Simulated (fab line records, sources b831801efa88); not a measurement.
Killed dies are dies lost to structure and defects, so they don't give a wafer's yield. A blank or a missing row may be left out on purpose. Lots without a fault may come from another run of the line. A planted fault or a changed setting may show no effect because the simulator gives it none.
Which tool did it? | flow gf180mcu | 24 lots, 72 wafers sampled, at 5 steps of a route of 602

WHAT THE GAUGES READ, wafer by wafer
GF_M3_THK_MEAS_06: measures by xrf.
lot  | measured     | on            | M3_ALCU_THK (nm)
L074 | day 21 04:43 | film_metro-03 | 447 447 445
L075 | day 21 12:13 | film_metro-03 | 448 447 450
L076 | day 21 20:10 | film_metro-03 | 444 445 445
L077 | day 22 03:51 | film_metro-02 | 444 444 446
L078 | day 22 10:39 | film_metro-03 | 452 446 449
L079 | day 22 19:47 | film_metro-03 | 452 443 446
L080 | day 23 09:41 | film_metro-03 | 446 444 440
L081 | day 23 17:29 | film_metro-03 | 441 438 440
L082 | day 24 01:51 | film_metro-03 | 459 455 449
L083 | day 24 09:38 | film_metro-02 | 442 442 442
L084 | day 24 16:41 | film_metro-02 | 448 450 448
L085 | day 24 19:53 | film_metro-02 | 443 441 443
L086 | day 25 08:19 | film_metro-04 | 441 441 448
L087 | day 25 15:35 | film_metro-04 | 438 436 430
L088 | day 26 00:47 | film_metro-04 | 446 449 451
L089 | day 26 06:32 | film_metro-04 | 451 448 454
L090 | day 26 13:01 | film_metro-03 | 440 440 439
L091 | day 26 20:27 | film_metro-02 | 446 443 443
L092 | day 27 04:38 | film_metro-03 | 439 438 445
L093 | day 27 09:37 | film_metro-02 | 441 445 446
L094 | day 27 22:35 | film_metro-04 | 435 440 430
L095 | day 28 02:28 | film_metro-03 | 447 445 445
L096 | day 28 08:38 | film_metro-03 | 441 444 444
L097 | day 28 12:25 | film_metro-03 | 442 441 445

GF_V4_BOW_MEAS_05.
lot  | measured     | on            | V4_BOW (um)
L074 | day 24 07:17 | film_metro-01 | 148 134 137
L075 | day 24 14:35 | film_metro-01 | 141 138 147
L076 | day 24 20:55 | film_metro-02 | 143 140 144
L077 | day 25 05:16 | film_metro-04 | 118 133 146
L078 | day 25 10:55 | film_metro-04 | 143 130 136
L079 | day 25 19:38 | film_metro-02 | 134 124 126
L080 | day 26 10:08 | film_metro-04 | 141 137 136
L081 | day 26 15:20 | film_metro-04 | 128 134 149
L082 | day 26 23:29 | film_metro-04 | 129 123 138
L083 | day 27 06:05 | film_metro-02 | 126 130 129
L084 | day 27 14:07 | film_metro-02 | 124 120 137
L085 | day 27 16:29 | film_metro-04 | 140 133 150
L086 | day 28 04:29 | film_metro-01 | 143 136 125
L087 | day 28 11:14 | film_metro-02 | 128 136 133
L088 | day 28 18:17 | film_metro-01 | 140 133 135
L089 | day 28 23:55 | film_metro-02 | 129 131 123
L090 | day 29 06:54 | film_metro-04 | 136 123 133
L091 | day 29 12:29 | film_metro-01 | 143 161 147
L092 | day 29 21:07 | film_metro-01 | 148 136 139
L093 | day 30 01:45 | film_metro-01 | 131 128 122
L094 | day 30 12:47 | film_metro-04 | 129 122 119
L095 | day 30 17:03 | film_metro-04 | 139 131 146
L096 | day 30 23:03 | film_metro-04 | 131 135 124
L097 | day 31 02:55 | film_metro-04 | 131 137 145

WHICH TOOL RAN EACH LOT (tool, then ch and the chambers of the sampled wafers, then the start)
lot  | GF_V2_SPUTTER_21             | GF_M4_SPUTTER_02             | GF_V4_CMP_04
L074 | pvd_sputter-03, day 21 03:41 | pvd_sputter-03, day 23 06:37 | cmp-02 ch 0,1,3, day 24 07:02
L075 | pvd_sputter-01, day 21 11:11 | pvd_sputter-03, day 23 14:34 | cmp-02 ch 1,2, day 24 14:17
L076 | pvd_sputter-03, day 21 19:08 | pvd_sputter-03, day 23 21:01 | cmp-01 ch 1,2,3, day 24 20:37
L077 | pvd_sputter-04, day 22 02:47 | pvd_sputter-01, day 24 05:49 | cmp-01 ch 2,3, day 25 04:56
L078 | pvd_sputter-01, day 22 09:36 | pvd_sputter-03, day 24 11:46 | cmp-02 ch 0,3, day 25 10:35
L079 | pvd_sputter-04, day 22 18:44 | pvd_sputter-03, day 24 20:53 | cmp-01 ch 1,2,3, day 25 19:22
L080 | pvd_sputter-01, day 23 08:38 | pvd_sputter-03, day 25 10:39 | cmp-01 ch 0,1,3, day 26 09:50
L081 | pvd_sputter-04, day 23 16:27 | pvd_sputter-02, day 25 16:34 | cmp-01 ch 0,1,2, day 26 15:02
L082 | pvd_sputter-04, day 24 00:47 | pvd_sputter-02, day 26 00:52 | cmp-01 ch 1,2, day 26 23:12
L083 | pvd_sputter-04, day 24 08:35 | pvd_sputter-03, day 26 07:37 | cmp-02 ch 1,2,3, day 27 05:49
L084 | pvd_sputter-01, day 24 15:38 | pvd_sputter-03, day 26 15:44 | cmp-02 ch 0,1, day 27 13:50
L085 | pvd_sputter-01, day 24 18:50 | pvd_sputter-02, day 26 17:50 | cmp-02 ch 0,1,3, day 27 16:11
L086 | pvd_sputter-03, day 25 07:08 | pvd_sputter-02, day 27 06:14 | cmp-02 ch 0,2,3, day 28 04:14
L087 | pvd_sputter-01, day 25 14:27 | pvd_sputter-02, day 27 13:23 | cmp-01 ch 0,1,2, day 28 10:56
L088 | pvd_sputter-04, day 25 23:44 | pvd_sputter-02, day 27 20:34 | cmp-01 ch 0,1,2, day 28 18:02
L089 | pvd_sputter-01, day 26 05:30 | pvd_sputter-01, day 28 02:22 | cmp-01 ch 1,2, day 28 23:36
L090 | pvd_sputter-01, day 26 11:59 | pvd_sputter-03, day 28 09:01 | cmp-01 ch 0,2,3, day 29 06:32
L091 | pvd_sputter-01, day 26 19:25 | pvd_sputter-01, day 28 15:22 | cmp-01 ch 1,2,3, day 29 12:11
L092 | pvd_sputter-04, day 27 03:35 | pvd_sputter-03, day 29 00:40 | cmp-01 ch 0,1,3, day 29 20:49
L093 | pvd_sputter-03, day 27 08:34 | pvd_sputter-02, day 29 04:27 | cmp-02 ch 1,2,3, day 30 01:27
L094 | pvd_sputter-04, day 27 21:33 | pvd_sputter-01, day 29 16:31 | cmp-01 ch 1,2,3, day 30 12:29
L095 | pvd_sputter-03, day 28 01:26 | pvd_sputter-02, day 29 20:28 | cmp-02 ch 1,2, day 30 16:44
L096 | pvd_sputter-04, day 28 07:35 | pvd_sputter-03, day 30 02:28 | cmp-02 ch 2,3, day 30 22:44
L097 | pvd_sputter-01, day 28 11:22 | pvd_sputter-01, day 30 06:37 | cmp-01 ch 0,3, day 31 02:35
- GF_V2_SPUTTER_21: material Ti, target thk 15 nm, time 80.02 s.
- GF_M4_SPUTTER_02: material AlCu, target thk 450 nm, time 23.9 s.
- GF_V4_CMP_04: polishes SiO2.

WHAT THE TOOLS THEMSELVES READ (means of the sampled wafers that have a number; where no wafer has one, the mark that the record gives instead)
GF_V2_SPUTTER_21.
lot  | tool           | cathode_dc_power_W (W) | throttle_valve_pct (%)
L074 | pvd_sputter-03 | 2499.7                 | 29.3
L075 | pvd_sputter-01 | 2500.5                 | 30.2
L076 | pvd_sputter-03 | 2499.9                 | 29.0
L077 | pvd_sputter-04 | 2500.3                 | 30.3
L078 | pvd_sputter-01 | 2499.7                 | 30.0
L079 | pvd_sputter-04 | 2499.7                 | 29.8
L080 | pvd_sputter-01 | 2499.8                 | 29.7
L081 | pvd_sputter-04 | 2500.0                 | 29.9
L082 | pvd_sputter-04 | 2500.0                 | 29.9
L083 | pvd_sputter-04 | 2500.3                 | 29.8
L084 | pvd_sputter-01 | 2500.3                 | 29.9
L085 | pvd_sputter-01 | 2500.1                 | 30.2
L086 | pvd_sputter-03 | 2500.3                 | 28.3
L087 | pvd_sputter-01 | 2499.9                 | 29.9
L088 | pvd_sputter-04 | 2499.9                 | 29.9
L089 | pvd_sputter-01 | 2500.1                 | 29.9
L090 | pvd_sputter-01 | 2500.2                 | 30.3
L091 | pvd_sputter-01 | 2499.7                 | 30.3
L092 | pvd_sputter-04 | 2500.2                 | 29.3
L093 | pvd_sputter-03 | 2500.4                 | 29.0
L094 | pvd_sputter-04 | 2500.0                 | 29.6
L095 | pvd_sputter-03 | 2499.9                 | 29.3
L096 | pvd_sputter-04 | 2500.0                 | 30.3
L097 | pvd_sputter-01 | 2499.6                 | 30.0

GF_M4_SPUTTER_02.
lot  | tool           | cathode_dc_power_W (W) | throttle_valve_pct (%)
L074 | pvd_sputter-03 | 10601                  | 29.3
L075 | pvd_sputter-03 | 10600                  | 28.3
L076 | pvd_sputter-03 | 10602                  | 29.8
L077 | pvd_sputter-01 | 10600                  | 30.0
L078 | pvd_sputter-03 | 10601                  | 28.3
L079 | pvd_sputter-03 | 10600                  | 29.9
L080 | pvd_sputter-03 | 10600                  | 29.4
L081 | pvd_sputter-02 | 10600                  | 29.7
L082 | pvd_sputter-02 | 10597                  | 31.1
L083 | pvd_sputter-03 | 10599                  | 29.9
L084 | pvd_sputter-03 | 10599                  | 29.6
L085 | pvd_sputter-02 | 10600                  | 30.4
L086 | pvd_sputter-02 | 10601                  | 29.2
L087 | pvd_sputter-02 | 10600                  | 30.6
L088 | pvd_sputter-02 | 10601                  | 30.4
L089 | pvd_sputter-01 | 10601                  | 29.7
L090 | pvd_sputter-03 | 10601                  | 29.3
L091 | pvd_sputter-01 | 10598                  | 30.0
L092 | pvd_sputter-03 | 10599                  | 29.0
L093 | pvd_sputter-02 | 10599                  | 30.6
L094 | pvd_sputter-01 | 10602                  | 30.0
L095 | pvd_sputter-02 | 10602                  | 30.6
L096 | pvd_sputter-03 | 10600                  | 29.0
L097 | pvd_sputter-01 | 10599                  | 30.3

GF_V4_CMP_04.
lot  | tool   | motor_current_A (A) | slurry_filter_dp_kPa (kPa) | time_to_endpoint_s (s)
L074 | cmp-02 | 11.7                | 13.54                      | 85
L075 | cmp-02 | 12.9                | 13.58                      | 74
L076 | cmp-01 | 12.5                | 13.42                      | 86
L077 | cmp-01 | 11.8                | 13.51                      | 86
L078 | cmp-02 | 12.6                | 13.66                      | 77
L079 | cmp-01 | 12.7                | 13.61                      | 83
L080 | cmp-01 | 12.9                | 13.45                      | 91
L081 | cmp-01 | 12.4                | 13.49                      | 82
L082 | cmp-01 | 12.1                | 13.41                      | 81
L083 | cmp-02 | 12.5                | 13.62                      | 70
L084 | cmp-02 | 11.6                | 13.51                      | 76
L085 | cmp-02 | 11.7                | 13.61                      | 79
L086 | cmp-02 | 12.3                | 13.44                      | 80
L087 | cmp-01 | 12.3                | 13.48                      | 80
L088 | cmp-01 | 12.2                | 13.44                      | 86
L089 | cmp-01 | 12.0                | 13.52                      | 83
L090 | cmp-01 | 12.3                | 13.47                      | 80
L091 | cmp-01 | 12.6                | 13.54                      | 81
L092 | cmp-01 | 13.1                | 13.49                      | 84
L093 | cmp-02 | 12.1                | 13.59                      | 73
L094 | cmp-01 | 12.4                | 13.47                      | 81
L095 | cmp-02 | 12.5                | 13.58                      | 78
L096 | cmp-02 | 13.0                | 13.46                      | 75
L097 | cmp-01 | 12.6                | 13.48                      | 84

THE ANSWER, worked out from the rows above alone
Rule: what is usual is taken from the lots themselves. Put in order of their means at a reading, lots are off if they are a third of the lots or fewer, leave a main group of 4 or more, and stand apart from it by a gap of 3 or more times the standard deviation of the main group's means; of several such gaps the widest counts. A main group whose means are all the same, to the digits that the tables above print for the reading, isn't used. A lot without any number at a reading at which 4 lots or more have one is off too. The other lots that the step has rows for count as sound. The gauges are gone through in route order, then the tools' own readings, and for those a lot's mean is taken as printed above. The first step at which some lot is off is used, and at that step the reading that is off furthest; a lot without a number counts as furthest.
No lot is off at any reading shown: from this, nothing can be told.

WHAT THE SIMULATOR HAD PUT IN
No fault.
